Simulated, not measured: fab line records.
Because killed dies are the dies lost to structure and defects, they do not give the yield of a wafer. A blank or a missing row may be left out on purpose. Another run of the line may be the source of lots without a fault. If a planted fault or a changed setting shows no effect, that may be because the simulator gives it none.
The tool behind it: which one? + flow sky130 + 11 lots, 33 wafers sampled, at 3 steps of a route of 708

WHAT THE GAUGES READ, wafer by wafer
SKY_METAL2_RS_MEAS_05: measures by four-point-probe. Usual: for METAL2_ALCU_RS the level is 0.1262 ohm/sq and the standard deviation is 0.0015.
| lot  | measured     | on            | METAL2_ALCU_RS (ohm/sq) | flag |
|------|--------------|---------------|-------------------------|------|
| L266 | day 35 00:19 | film-metro-03 | 0.1257 0.1257 0.1269    |      |
| L268 | day 35 07:37 | film-metro-04 | 0.1254 0.1260 0.1252    |      |
| L269 | day 35 13:16 | film-metro-03 | 0.1272 0.1266 0.1264    |      |
| L271 | day 36 05:59 | film-metro-01 | 0.1263 0.1262 0.1244    |      |
| L272 | day 36 12:43 | film-metro-03 | 0.1269 0.1245 0.1268    |      |
| L275 | day 37 15:53 | film-metro-03 | 0.1251 0.1255 0.1252    |      |
| L276 | day 37 18:50 | film-metro-04 | 0.1256 0.1268 0.1261    |      |
| L277 | day 37 21:41 | film-metro-03 | 0.1269 0.1267 0.1248    |      |
| L278 | day 38 02:37 | film-metro-04 | 0.1244 0.1250 0.1255    |      |
| L279 | day 38 14:48 | film-metro-04 | 0.1274 0.1256 0.1245    |      |
| L283 | day 39 20:24 | film-metro-03 | 0.1259 0.1276 0.1252    |      |

SKY_METAL2_OVL_MEAS_16. Usual: for METAL2_OVL the level is -1 nm and the standard deviation is 6.
| lot  | measured     | on         | METAL2_OVL (nm) | flag |
|------|--------------|------------|-----------------|------|
| L266 | day 36 02:29 | overlay-01 | -8 -6 2         |      |
| L268 | day 36 10:39 | overlay-02 | 1 -9 -1         |      |
| L269 | day 36 15:50 | overlay-02 | 5 7 8           |      |
| L271 | day 37 08:32 | overlay-02 | -1 2 -4         |      |
| L272 | day 37 14:35 | overlay-02 | 0 -8 -8         |      |
| L275 | day 38 17:26 | overlay-02 | -4 -9 2         |      |
| L276 | day 38 20:20 | overlay-01 | 5 -1 -1         |      |
| L277 | day 38 23:20 | overlay-01 | -1 12 6         |      |
| L278 | day 39 04:14 | overlay-02 | 1 5 -1          |      |
| L279 | day 39 15:44 | overlay-01 | -8 -5 -1        |      |
| L283 | day 40 21:23 | overlay-01 | -4 5 5          |      |

SKY_VIA2_BOW_MEAS_03. Usual: for VIA2_BOW the level is 85 um and the standard deviation is 7.2.
| lot  | measured     | on            | VIA2_BOW (um) | flag |
|------|--------------|---------------|---------------|------|
| L266 | day 36 03:51 | film-metro-02 | 79 83 79      |      |
| L268 | day 36 11:59 | film-metro-03 | 93 91 88      |      |
| L269 | day 36 17:10 | film-metro-04 | 85 87 86      |      |
| L271 | day 37 10:04 | film-metro-03 | 89 97 89      |      |
| L272 | day 37 16:20 | film-metro-02 | 83 87 89      |      |
| L275 | day 38 18:48 | film-metro-04 | 82 82 70      |      |
| L276 | day 38 21:44 | film-metro-03 | 89 89 72      |      |
| L277 | day 39 00:56 | film-metro-02 | 80 68 71      |      |
| L278 | day 39 05:38 | film-metro-03 | 79 84 82      |      |
| L279 | day 39 17:04 | film-metro-03 | 93 84 86      |      |
| L283 | day 40 22:46 | film-metro-04 | 80 79 82      |      |

EACH LOT AND THE TOOL THAT RAN IT (in order: tool; ch and the chambers of the sampled wafers; start)
There is no process step in the record ahead of these readings.

AS READ BY THE TOOLS THEMSELVES (means over the sampled wafers that have a number; for cases with no such wafer, the mark the record gives instead)
The record holds no such reading with a usual standard deviation.

THE ANSWER, worked out from the rows above alone
Rule: a lot is off if the mean of its wafers that have a number lies more than 3 standard deviations from the usual mean. Also off: a lot with no number at a reading for which 4 or more lots have one. Where the step has rows for the other lots, those lots are counted as sound. First the gauges in route order, then the tools' own readings, where a lot's mean is used as printed above. At the first step where some lot is off, the reading lying furthest off is the one used; lots without a number count as furthest.
No lot is off on any of the readings shown, so nothing can be concluded from this.

WHAT THE SIMULATOR HAD PUT IN
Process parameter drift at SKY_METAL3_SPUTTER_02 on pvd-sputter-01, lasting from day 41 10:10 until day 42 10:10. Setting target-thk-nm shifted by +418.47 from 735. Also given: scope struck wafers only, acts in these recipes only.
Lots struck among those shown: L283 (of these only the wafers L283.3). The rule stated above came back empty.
